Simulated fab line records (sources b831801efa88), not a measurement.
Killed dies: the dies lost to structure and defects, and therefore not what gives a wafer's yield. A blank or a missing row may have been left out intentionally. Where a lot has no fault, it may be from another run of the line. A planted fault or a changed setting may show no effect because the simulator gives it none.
Which tool did it? | flow gf180mcu | 13 lots with 39 wafers sampled at 4 steps, on a route of 602 steps

WHAT THE GAUGES READ, wafer by wafer
GF_PASSIVATION_BOW_MEAS_14.
lot  | measured     | on           | PASSIVATION_BOW (um)
L552 | day 29 06:34 | filmMetro-03 | 140 138 139
L554 | day 29 22:19 | filmMetro-03 | 146 149 150
L555 | day 30 08:26 | filmMetro-01 | 151 140 146
L556 | day 30 11:31 | filmMetro-04 | 121 129 128
L557 | day 30 19:50 | filmMetro-01 | 137 142 130
L558 | day 31 05:41 | filmMetro-03 | 137 138 134
L561 | day 31 22:16 | filmMetro-01 | 149 153 158
L564 | day 32 22:40 | filmMetro-04 | 138 140 131
L568 | day 33 18:19 | filmMetro-01 | 135 140 124
L569 | day 34 01:22 | filmMetro-03 | 139 141 139
L572 | day 34 15:22 | filmMetro-04 | 112 125 120
L573 | day 34 19:13 | filmMetro-01 | 141 144 137
L574 | day 35 04:05 | filmMetro-03 | 146 151 153

WHAT TOOL EACH LOT RAN ON (gives the tool, then ch and the chambers of the sampled wafers, and finally the start)
lot  | GF_M4_SPUTTER_01            | GF_V4_CVD_23                 | GF_TOP_METAL_SPUTTER_00
L552 | pvdSputter-02, day 22 18:32 | cvdW-01 ch 0, day 24 18:22   | pvdSputter-04, day 27 13:02
L554 | pvdSputter-04, day 23 13:08 | cvdW-02 ch 0,1, day 25 11:46 | pvdSputter-03, day 28 04:59
L555 | pvdSputter-02, day 23 23:14 | cvdW-01 ch 0,1, day 25 20:38 | pvdSputter-04, day 28 15:02
L556 | pvdSputter-03, day 24 05:02 | cvdW-01 ch 0,1, day 26 01:58 | pvdSputter-03, day 28 18:28
L557 | pvdSputter-02, day 24 15:43 | cvdW-02 ch 0,1, day 26 12:43 | pvdSputter-03, day 29 03:47
L558 | pvdSputter-02, day 25 03:16 | cvdW-02 ch 0,1, day 26 22:55 | pvdSputter-02, day 29 14:19
L561 | pvdSputter-04, day 25 22:17 | cvdW-01 ch 0,1, day 27 17:16 | pvdSputter-02, day 30 07:25
L564 | pvdSputter-04, day 27 04:33 | cvdW-01 ch 0,1, day 28 21:32 | pvdSputter-02, day 31 09:02
L568 | pvdSputter-02, day 28 05:44 | cvdW-02 ch 0,1, day 29 22:28 | pvdSputter-03, day 32 07:10
L569 | pvdSputter-03, day 28 13:31 | cvdW-02 ch 0,1, day 30 06:17 | pvdSputter-04, day 32 14:11
L572 | pvdSputter-03, day 29 07:22 | cvdW-02 ch 0,1, day 30 22:08 | pvdSputter-03, day 33 04:55
L573 | pvdSputter-03, day 29 13:38 | cvdW-02 ch 0,1, day 31 04:33 | pvdSputter-04, day 33 10:09
L574 | pvdSputter-04, day 30 00:43 | cvdW-02 ch 1, day 31 14:14   | pvdSputter-03, day 33 19:53
- GF_M4_SPUTTER_01: material TiN, target thk 30 nm, time 25 s.
- GF_V4_CVD_23: deposits W, target thk 350 nm, time 104.9 s.
- GF_TOP_METAL_SPUTTER_00: material Ti, target thk 37.5 nm, time 150 s.

AS READ BY THE TOOLS THEMSELVES (means over the sampled wafers that have a number; for cases with no such wafer, the mark the record gives instead)
GF_M4_SPUTTER_01.
lot  | tool          | cathodeDcPowerW (W) | throttleValvePct (%)
L552 | pvdSputter-02 | 6500.0              | 29.2
L554 | pvdSputter-04 | 6501.0              | 30.5
L555 | pvdSputter-02 | 6500.7              | 29.7
L556 | pvdSputter-03 | 6500.6              | 30.3
L557 | pvdSputter-02 | 6498.8              | 29.6
L558 | pvdSputter-02 | 6499.2              | 28.9
L561 | pvdSputter-04 | 6501.1              | 30.4
L564 | pvdSputter-04 | 6500.1              | 30.6
L568 | pvdSputter-02 | 6499.4              | 30.0
L569 | pvdSputter-03 | 6500.8              | 29.6
L572 | pvdSputter-03 | 6501.0              | 30.5
L573 | pvdSputter-03 | 6499.1              | 30.6
L574 | pvdSputter-04 | 6499.8              | 30.2

GF_V4_CVD_23.
lot  | tool    | heaterPowerW (W)
L552 | cvdW-01 | 924
L554 | cvdW-02 | 789
L555 | cvdW-01 | 882
L556 | cvdW-01 | 882
L557 | cvdW-02 | 796
L558 | cvdW-02 | 786
L561 | cvdW-01 | 898
L564 | cvdW-01 | 896
L568 | cvdW-02 | 793
L569 | cvdW-02 | 775
L572 | cvdW-02 | 795
L573 | cvdW-02 | 798
L574 | cvdW-02 | 823

GF_TOP_METAL_SPUTTER_00.
lot  | tool          | cathodeDcPowerW (W) | throttleValvePct (%)
L552 | pvdSputter-04 | 4000.2              | 30.5
L554 | pvdSputter-03 | 4000.3              | 29.6
L555 | pvdSputter-04 | 4000.0              | 30.5
L556 | pvdSputter-03 | 4000.2              | 30.1
L557 | pvdSputter-03 | 3999.8              | 29.2
L558 | pvdSputter-02 | 4000.1              | 30.0
L561 | pvdSputter-02 | 3641.8              | 29.6
L564 | pvdSputter-02 | 3642.2              | 29.6
L568 | pvdSputter-03 | 3999.7              | 30.1
L569 | pvdSputter-04 | 4000.0              | 30.1
L572 | pvdSputter-03 | 3999.9              | 30.5
L573 | pvdSputter-04 | 3999.8              | 30.3
L574 | pvdSputter-03 | 4000.4              | 30.0

THE ANSWER, worked out from the rows above alone
Rule: the usual values come from the lots themselves. The widest of any qualifying gaps counts: lots, ordered by their means at a reading, are off when they make up no more than a third of the lots, leave a main group of 4 or more, and stand apart from it by 3 or more times the standard deviation of that group's means. Not used: any main group whose means are identical at the precision the tables above print for the reading. A lot without any number at a reading at which 4 lots or more have one is off too. All remaining lots with rows at the step are treated as sound. After the gauges, taken in route order, come the tools' own readings; for these a lot's mean is taken, as printed above. At the first step where some lot is off, the reading lying furthest off is the one used; lots without a number count as furthest.
Off: L561, L564, at GF_TOP_METAL_SPUTTER_00 (cathodeDcPowerW). The main group: mean 4000.0 W, standard deviation 0.21.
A tool fits if, at that step or a process step before it, it ran every lot that is off, and no sound lot after the first of them. 2 tools fit, cvdW-01 at GF_V4_CVD_23 and pvdSputter-02 at GF_TOP_METAL_SPUTTER_00, so this cannot tell which one it is.

WHAT WAS PUT IN BY THE SIMULATOR
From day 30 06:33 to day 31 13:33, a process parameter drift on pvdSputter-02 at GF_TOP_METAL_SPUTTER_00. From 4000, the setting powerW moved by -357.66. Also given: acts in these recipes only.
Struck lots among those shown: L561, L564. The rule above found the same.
